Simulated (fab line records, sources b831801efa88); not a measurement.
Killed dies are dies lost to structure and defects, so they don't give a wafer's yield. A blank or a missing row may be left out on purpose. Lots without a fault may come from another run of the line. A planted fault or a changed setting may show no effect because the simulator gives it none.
fab line records | flow gf180mcu | part 2 of 2: steps 29 to 39 of 39
record lots=5 wafers=15 last_day=33
route steps=602 shown NSD@238 PSD@248 SAB@264
lots that met no fault: from a run of the same line without faults
start_h: hours from the record's first day to the start of the lot's first wafer shown | wait_h: hours since the lot's step before | " the same as in the row above | L1.1+2: a row that stands for several wafers | - no value, or no start given | * or withheld: withheld | < > ~ a bound
route shown NAME@n: a module of which the file shows steps, and the number in the route of the first | usual: mean/standard deviation of fault-free wafers | same: alike in all rows | chamber/n: place in a boat | sites: the reading at each site | _std_site: their standard deviation | _edge_site: outer sites' mean less inner sites' | radius_mm: how far each site lies from the wafer's centre | mask NAME#n: copy n | behind: the tool/chamber that last shaped the wafer | hold: why the lot was held/for how many hours/how that ended | device: the transistor (n, p or np) that didn't switch | end of line: the same wafers' tests at the end of the route | a step without rows: its recipe alone | killed: dies lost to structure and defects at the first sort, not the wafer's yield | map: a wafer's dies, x killed, . not, _ none there
set.NAME: the setting as run; set.NAME@STEP: as run at that earlier step | model.NAME: the simulator's own value behind a step, which no gauge read
lots at some steps of the route; a table a step, a row a wafer
services: from which hour (start_h, from the record's first day; less than 0 if before it) a tool's chamber was out of use, for how many hours, and why
## steps
# step GF_SAB_DEHYDRATE_02
# recipe temp_c=200 time_s=60
# usual chill_plate_temp_C=23.00/0.096
# columns lot.wafer tool chamber start_h wait_h chill_plate_temp_C
L076.3 litho_track-01 0 345.95 10.3 22.89
L076.4 " 0 " " 22.95
L076.5 " 0 " " 22.96
L078.4 litho_track-02 0 367.87 10.8 23.12
L078.5 " 0 " " 23.07
L078.6 " 0 " " 23.09
L079.1 litho_track-02 0 374.95 10.6 22.88
L079.4 " 0 " " 23.00
L079.6 " 0 " " 23.02
L083.2 litho_track-02 0 402.47 11.0 23.06
L083.4 " 0 " " 23.04
L083.6 " 0 " " 23.04
L092.1 litho_track-02 0 485.70 11.5 23.11
L092.3 " 0 " " 23.06
L092.4 " 0 " " 23.10
# step GF_SAB_HMDS_03
# recipe prime_time_s=60 prime_temp_c=120
# usual chill_plate_temp_C=23.00/0.11
# columns lot.wafer tool chamber start_h wait_h chill_plate_temp_C
L076.3 litho_track-01 0 346.10 0.1 22.88
L076.4 " 0 " " 23.11
L076.5 " 0 " " 22.84
L078.4 litho_track-02 0 368.02 0.1 23.04
L078.5 " 0 " " 23.16
L078.6 " 0 " " 23.15
L079.1 litho_track-02 0 375.10 0.1 23.03
L079.4 " 0 " " 23.02
L079.6 " 0 " " 23.12
L083.2 litho_track-02 0 402.62 0.1 23.06
L083.4 " 0 " " 22.98
L083.6 " 0 " " 22.96
L092.1 litho_track-02 0 485.85 0.1 23.11
L092.3 " 0 " " 23.19
L092.4 " 0 " " 23.01
# step GF_SAB_COAT_04
# recipe resist=NOVOLAK spin_rpm=3000 resist_thk_nm=1000
# usual chill_plate_temp_C=23.01/0.1
# columns lot.wafer tool chamber start_h wait_h chill_plate_temp_C
L076.3 litho_track-01 0 346.25 0.1 22.87
L076.4 " 0 " " 22.83
L076.5 " 0 " " 22.77
L078.4 litho_track-02 0 368.17 0.1 22.97
L078.5 " 0 " " 23.01
L078.6 " 0 " " 23.06
L079.1 litho_track-02 0 375.25 0.1 23.14
L079.4 " 0 " " 23.29
L079.6 " 0 " " 23.12
L083.2 litho_track-02 0 402.77 0.1 22.86
L083.4 " 0 " " 23.21
L083.6 " 0 " " 22.96
L092.1 litho_track-02 0 486.00 0.1 22.97
L092.3 " 0 " " 22.97
L092.4 " 0 " " 23.01
# step GF_SAB_SOFTBAKE_05
# recipe temp_c=90 time_s=60 resist=NOVOLAK
# usual chill_plate_temp_C=22.98/0.11
# columns lot.wafer tool chamber start_h wait_h chill_plate_temp_C
L076.3 litho_track-01 0 346.40 0.1 23.10
L076.4 " 0 " " 22.96
L076.5 " 0 " " 22.95
L078.4 litho_track-02 0 368.32 0.1 23.09
L078.5 " 0 " " 22.97
L078.6 " 0 " " 22.99
L079.1 litho_track-02 0 375.40 0.1 22.85
L079.4 " 0 " " 22.85
L079.6 " 0 " " 22.86
L083.2 litho_track-02 0 402.92 0.1 22.96
L083.4 " 0 " " 23.02
L083.6 " 0 " " 22.94
L092.1 litho_track-02 0 486.15 0.1 23.02
L092.3 " 0 " " 22.88
L092.4 " 0 " " 22.94
# step GF_SAB_EXPOSE_06
# recipe mask_id=SAB target_cd_nm=420 na=0.6 source_shape=conventional sigma_outer=0.6 dose_mj=140
# columns lot.wafer tool chamber start_h wait_h mask
L076.3+4+5 iline_stepper-02 0 - - SAB#0
L078.4+5+6 iline_stepper-01 0 - - SAB#0
L079.1+4+6 iline_stepper-01 0 - - SAB#0
L083.2+4+6 iline_stepper-02 0 - - SAB#0
L092.1+3+4 iline_stepper-02 0 - - SAB#0
# step GF_SAB_PEB_07
# recipe temp_c=withheld time_s=* resist=NOVOLAK
# usual chill_plate_temp_C=*
# columns lot.wafer tool chamber start_h wait_h chill_plate_temp_C
L076.3 litho_track-01 0 - - *
L076.4 " 0 " " *
L076.5 " 0 " " *
L078.4 litho_track-02 0 - - *
L078.5 " 0 " " *
L078.6 " 0 " " *
L079.1 litho_track-01 0 - - *
L079.4 " 0 " " *
L079.6 " 0 " " *
L083.2 litho_track-01 0 - - *
L083.4 " 0 " " *
L083.6 " 0 " " *
L092.1 litho_track-04 0 - - *
L092.3 " 0 " " *
L092.4 " 0 " " *
# step GF_SAB_DEVELOP_08
# recipe develop_time_s=60 dev_temp_c=23
# usual chill_plate_temp_C=22.98/0.11
# columns lot.wafer tool chamber start_h wait_h chill_plate_temp_C
L076.3 litho_track-01 0 356.95 0.1 23.02
L076.4 " 0 " " 22.99
L076.5 " 0 " " 22.98
L078.4 litho_track-02 0 378.67 0.1 22.79
L078.5 " 0 " " 23.11
L078.6 " 0 " " 23.02
L079.1 litho_track-01 0 385.75 0.1 23.05
L079.4 " 0 " " 22.94
L079.6 " 0 " " 23.00
L083.2 litho_track-01 0 414.33 0.1 23.13
L083.4 " 0 " " 22.92
L083.6 " 0 " " 23.16
L092.1 litho_track-04 0 498.25 0.1 23.07
L092.3 " 0 " " 22.93
L092.4 " 0 " " 22.90
# step GF_SAB_CD_MEAS_09
# recipe target_cd_nm=420
# usual cd_nm=419.1/2.3
# columns lot.wafer tool chamber start_h wait_h cd_nm
L076.3 cd_sem-01 - 357.09 0.1 416.1
L076.4 " - " " 418.2
L076.5 " - " " 417.2
L078.4 cd_sem-01 - 378.81 0.1 418.6
L078.5 " - " " 416.4
L078.6 " - " " 414.8
L079.1 cd_sem-02 - 385.90 0.1 417.4
L079.4 " - " " 416.0
L079.6 " - " " 419.3
L083.2 cd_sem-01 - 414.47 0.1 421.8
L083.4 " - " " 420.9
L083.6 " - " " 420.7
L092.1 cd_sem-02 - 498.52 0.2 424.0
L092.3 " - " " 424.1
L092.4 " - " " 425.9
# step GF_SAB_OVL_MEAS_10
# usual SAB_OVL=0.6/1.3
# columns lot.wafer tool chamber start_h wait_h SAB_OVL[nm]
L076.3 overlay-02 - 357.19 0.1 -0.5
L076.4 " - " " 0.0
L076.5 " - " " 1.5
L078.4 overlay-01 - 378.89 0.1 1.9
L078.5 " - " " -0.1
L078.6 " - " " 2.3
L079.1 overlay-01 - 386.02 0.1 -1.1
L079.4 " - " " 0.0
L079.6 " - " " 0.6
L083.2 overlay-02 - 414.58 0.1 -0.3
L083.4 " - " " 0.8
L083.6 " - " " -1.3
L092.1 overlay-01 - 498.64 0.1 3.7
L092.3 " - " " 1.3
L092.4 " - " " 0.2
# step GF_SAB_ETCH_11
# recipe chemistry=C4F8/O2/Ar mask_material=NOVOLAK target=SiO2 target_depth_nm=55 source_w=1500 bias_w=1200 pressure_mtorr=40 c4f8_flow_sccm=withheld O2_flow_sccm=6 Ar_flow_sccm=300 time_s=8.5
# usual oes_product_au=0.996/0.012
# columns lot.wafer tool chamber start_h wait_h oes_product_au rf_hours_counter_h
L076.3 rie_diel-01 2 357.21 0.0 1.025 67
L076.4 " 3 " " 0.994 115
L076.5 " 1 " " 0.985 -
L078.4 rie_diel-01 3 378.90 0.0 0.998 115
L078.5 " 0 " " 0.992 -
L078.6 " 3 " " 0.981 -
L079.1 rie_diel-01 1 386.06 0.0 1.005 72
L079.4 " 1 " " 0.992 -
L079.6 " 0 " " 0.981 -
L083.2 rie_diel-01 2 414.61 0.0 1.016 68
L083.4 " 1 " " 0.988 73
L083.6 " 0 " " 0.998 -
L092.1 rie_diel-01 0 498.68 0.0 0.984 66
L092.3 " 1 " " 0.997 75
L092.4 " 2 " " 1.008 70
# step GF_SAB_WET_ETCH_12
# recipe chemistry=dHF target_depth_nm=22 dry=n2_spin target=SiO2 temp_c=25 dilution=100:1 time_s=440
# columns lot.wafer tool chamber start_h wait_h
L076.3+4+5 wet_bench-01 1 357.23 0.0
L078.4+5+6 wet_bench-01 0 378.92 0.0
L079.1+4+6 wet_bench-04 2 386.08 0.0
L083.2+4+6 wet_bench-01 3 414.63 0.0
L092.1+3+4 wet_bench-01 2 498.70 0.0
## services
# columns tool chamber start_h hours kind
iline_stepper-01 - 281.61 1.7 pm
rtp_anneal-02 - 298.43 3.6 pm
iline_stepper-01 - 301.42 2.1 pm
implanter-02 - 309.52 4.0 repair
plasma_asher-01 - 310.23 4.5 repair
iline_stepper-02 - 317.00 1.7 pm
implanter-02 - 324.37 3.9 repair
implanter-03 - 327.04 2.6 pm
pecvd-03 - 356.50 14.6 pm
iline_stepper-01 - 372.01 0.8 pm
pecvd-03 2 376.12 13.9 repair
iline_stepper-02 - 377.88 12.2 repair
rie_diel-01 1 391.42 3.5 repair
implanter-02 - 396.39 8.2 repair
rie_diel-01 - 400.30 0.2 repair
implanter-03 - 406.97 23.2 pm
iline_stepper-01 - 418.63 15.9 repair
plasma_asher-04 - 421.25 9.0 pm
iline_stepper-02 - 430.25 3.3 repair
implanter-04 - 435.18 1.6 repair
plasma_asher-04 - 438.52 1.5 repair
iline_stepper-02 - 461.83 6.6 repair
wet_bench-04 - 478.82 4.5 repair
rie_diel-01 2 482.70 14.0 repair
